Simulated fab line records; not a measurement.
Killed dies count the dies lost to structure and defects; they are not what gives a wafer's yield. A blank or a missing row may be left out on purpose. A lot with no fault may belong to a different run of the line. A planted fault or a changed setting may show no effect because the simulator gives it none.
Matching of chambers / flow sky130 / SKY_VIA2_CMP_24 on cmp-01: 4 sister chambers
The step polishes, stops on SiO2, t overpolish 20 s, target thk 0 nm. 16 wafers are shown with their chamber, then 8 later ones without.

## WAFERS, EACH WITH ITS CHAMBER
wafer=L074.1; chamber=0; timeToEndpointS (s)=108; motorCurrentA (A)=10.7; overpolishRunS (s)=20.014
wafer=L074.4; chamber=2; timeToEndpointS (s)=95; motorCurrentA (A)=10.5; overpolishRunS (s)=20.018
wafer=L074.6; chamber=3; timeToEndpointS (s)=101; motorCurrentA (A)=11.7; overpolishRunS (s)=19.988
wafer=L079.2; chamber=1; timeToEndpointS (s)=101; motorCurrentA (A)=10.9; overpolishRunS (s)=19.996
wafer=L079.3; chamber=3; timeToEndpointS (s)=99; motorCurrentA (A)=11.2; overpolishRunS (s)=19.995
wafer=L079.4; chamber=0; timeToEndpointS (s)=112; motorCurrentA (A)=9.4; overpolishRunS (s)=20.002
wafer=L082.3; chamber=1; timeToEndpointS (s)=105; motorCurrentA (A)=11.6; overpolishRunS (s)=19.991
wafer=L082.5; chamber=3; timeToEndpointS (s)=102; motorCurrentA (A)=12.2; overpolishRunS (s)=19.988
wafer=L082.6; chamber=0; timeToEndpointS (s)=111; motorCurrentA (A)=10.1; overpolishRunS (s)=20.011
wafer=L083.2; chamber=3; timeToEndpointS (s)=106; motorCurrentA (A)=11.7; overpolishRunS (s)=19.988
wafer=L083.3; chamber=1; timeToEndpointS (s)=113; motorCurrentA (A)=11.4; overpolishRunS (s)=19.999
wafer=L083.4; chamber=2; timeToEndpointS (s)=99; motorCurrentA (A)=10.9; overpolishRunS (s)=19.980
wafer=L087.2; chamber=2; timeToEndpointS (s)=94; motorCurrentA (A)=10.8; overpolishRunS (s)=19.993
wafer=L087.3; chamber=1; timeToEndpointS (s)=106; motorCurrentA (A)=10.5; overpolishRunS (s)=20.017
wafer=L087.5; chamber=0; timeToEndpointS (s)=114; motorCurrentA (A)=10.2; overpolishRunS (s)=19.982
wafer=L088.3; chamber=1; timeToEndpointS (s)=108; motorCurrentA (A)=11.2; overpolishRunS (s)=20.002

SIGNATURES (means of the wafers above)
reading=timeToEndpointS; chamber 0=111.25; chamber 1=106.60; chamber 2=96.00; chamber 3=102.00; scatter within a chamber=3.37
reading=motorCurrentA; chamber 0=10.100; chamber 1=11.120; chamber 2=10.733; chamber 3=11.700; scatter within a chamber=0.428
reading=overpolishRunS; chamber 0=20.00225; chamber 1=20.00100; chamber 2=19.99700; chamber 3=19.98975; scatter within a chamber=0.0122
Rule: for a wafer and a chamber, the distance is found by dividing, reading by reading, the gap between the wafer's reading and the chamber's mean by the reading's scatter, squaring, summing and taking the root. If the next closest chamber is less than 2 further off than the closest, the wafer can't be placed; otherwise it belongs to the closest. The scatter is the square root of a quotient: the sum, over the shown wafers, of each reading's squared deviation from its chamber's mean, divided by wafers minus chambers.

## WAFERS WHOSE CHAMBER IS MISSING
wafer=L088.5; timeToEndpointS (s)=112; motorCurrentA (A)=10.4; overpolishRunS (s)=20.009
wafer=L088.6; timeToEndpointS (s)=104; motorCurrentA (A)=12.1; overpolishRunS (s)=20.015
wafer=L094.1; timeToEndpointS (s)=103; motorCurrentA (A)=12.3; overpolishRunS (s)=20.002
wafer=L094.2; timeToEndpointS (s)=107; motorCurrentA (A)=11.2; overpolishRunS (s)=20.011
wafer=L094.5; timeToEndpointS (s)=104; motorCurrentA (A)=11.3; overpolishRunS (s)=20.021
wafer=L096.3; timeToEndpointS (s)=110; motorCurrentA (A)=11.2; overpolishRunS (s)=20.007
wafer=L096.4; timeToEndpointS (s)=109; motorCurrentA (A)=10.3; overpolishRunS (s)=20.003
wafer=L096.5; timeToEndpointS (s)=108; motorCurrentA (A)=11.2; overpolishRunS (s)=20.010

## EACH ONE'S CHAMBER
wafer=L088.5; from the rows above=can't be placed: 0 or 1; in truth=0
wafer=L088.6; from the rows above=can't be placed: 3 or 1 or 2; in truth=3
wafer=L094.1; from the rows above=can't be placed: 3 or 1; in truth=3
wafer=L094.2; from the rows above=can't be placed: 1 or 3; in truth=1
wafer=L094.5; from the rows above=can't be placed: 1 or 3 or 2 or 0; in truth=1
wafer=L096.3; from the rows above=can't be placed: 1 or 0 or 3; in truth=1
wafer=L096.4; from the rows above=can't be placed: 0 or 1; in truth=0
wafer=L096.5; from the rows above=can't be placed: 1 or 3 or 0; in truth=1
Placed correctly: 0 of 8. Unplaceable from these rows: 8, with the true chamber sitting among the candidates in 8. Wrongly placed: 0.
